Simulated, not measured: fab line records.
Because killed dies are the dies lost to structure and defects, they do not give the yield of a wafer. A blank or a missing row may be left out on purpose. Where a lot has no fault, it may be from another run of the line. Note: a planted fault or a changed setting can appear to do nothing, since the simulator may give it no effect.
Code-filled problem report in 8D (eight disciplines) form :: flow gf180mcu :: the parts of the form that need people (team, actions taken, sign-off) are left out

## 1. WHAT WENT WRONG
Mean of strip_time_to_endpoint_s at GF_VT_IMPLANT_STRIP_20: 12.056 s across 4 wafers in 3 lots; on wafers with no fault it is 12.647 s (standard deviation 0.029). That is -20 standard deviations from the usual mean.
The step: strips in O2/N2.
The first sign was on wafer L964.1 at day 8 09:28, on plasma_asher-03. The record holds 40 wafers of 14 lots with a number at this step. Rule for "out" (also "out of limits"): further than 4 standard deviations from the usual mean. All remaining wafers that have a number are taken as sound.

## 2. WHAT IT IS, WHAT IT ISN'T
question: which readings at this step
is: strip_time_to_endpoint_s
is not: drypump_motor_current_A, heater_power_w, oes_product_au

question: which lots
is: L964, L967, L968
is not: L957, L958, L959, L960, L969, L974, L975, L976, L977, L978, L979

question: which wafers of those lots
is: L964.1, L967.1, L968.1, L968.4
is not: L964.3, L964.5, L967.3

question: read on which tools
is: plasma_asher-02, plasma_asher-03
is not: plasma_asher-04

question: when
is: from day 8 09:28
is not: up to then (14 sound wafers); but 22 sound wafers of L967, L969, L974, L975, L976, L977, L978, L979 came after

## 3. THE SUSPECTS, EACH WITH WHAT RULES IT OUT
Counting: a tool at a process step up to the reading stays a suspect if it ran every lot that is out. Sound lots after the first of them don't rule it out here, since some wafers of a struck lot are sound.
- litho_track-04 at GF_VT_IMPLANT_COAT_13 (resist thk 1000 nm): kept. It processed each lot that is out (first: L964, day 8 00:52); up to then, its last sound lot is L958 (day 6 09:57).
Left after counting: litho_track-04 at GF_VT_IMPLANT_COAT_13.

## 4. THE CAUSE (what the simulator had put in)
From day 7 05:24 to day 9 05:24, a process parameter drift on litho_track-04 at GF_VT_IMPLANT_COAT_13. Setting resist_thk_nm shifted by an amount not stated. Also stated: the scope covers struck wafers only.
Only this tool survived the counting.

## 5. THE CHAIN OF EFFECTS, in route order
Each row: a reading whose mean over the struck wafers that have a number lies more than 3 standard deviations from the usual. Only readings whose record carries a usual standard deviation are examined. hours: median over the lots of the time between each lot's start at the first step of this table that gives one and its start at this step. sigmas: the change, counted in usual standard deviations.
hours: 0
step: GF_VT_IMPLANT_STRIP_20
reading: strip_time_to_endpoint_s
usual: 12.647 s
on struck wafers: 12.056
change: -0.591
sigmas: -20
It contains these process steps:
- GF_VT_IMPLANT_STRIP_20: strips in O2/N2.
At these later measuring or inspecting steps, every struck wafer for which the step has a row has a number for every such reading, and none has moved that far: GF_V1_THK_MEAS_25, GF_M2_OVL_MEAS_15.

## 6. WHAT WOULD HAVE CAUGHT IT SOONER
In this record no reading fell out of limits until day 8 09:28, 28 hours after the fault had begun at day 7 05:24.
Of the tool readings at GF_VT_IMPLANT_COAT_13 for which the record gives a usual standard deviation, none was out on any struck wafer, so an alarm limit of 4 standard deviations on them would not have fired.
Of the lots that are out (3), L967, L968 began GF_VT_IMPLANT_COAT_13 on litho_track-04 after day 8 09:28. A hold on the tool at that time would have spared those 2.
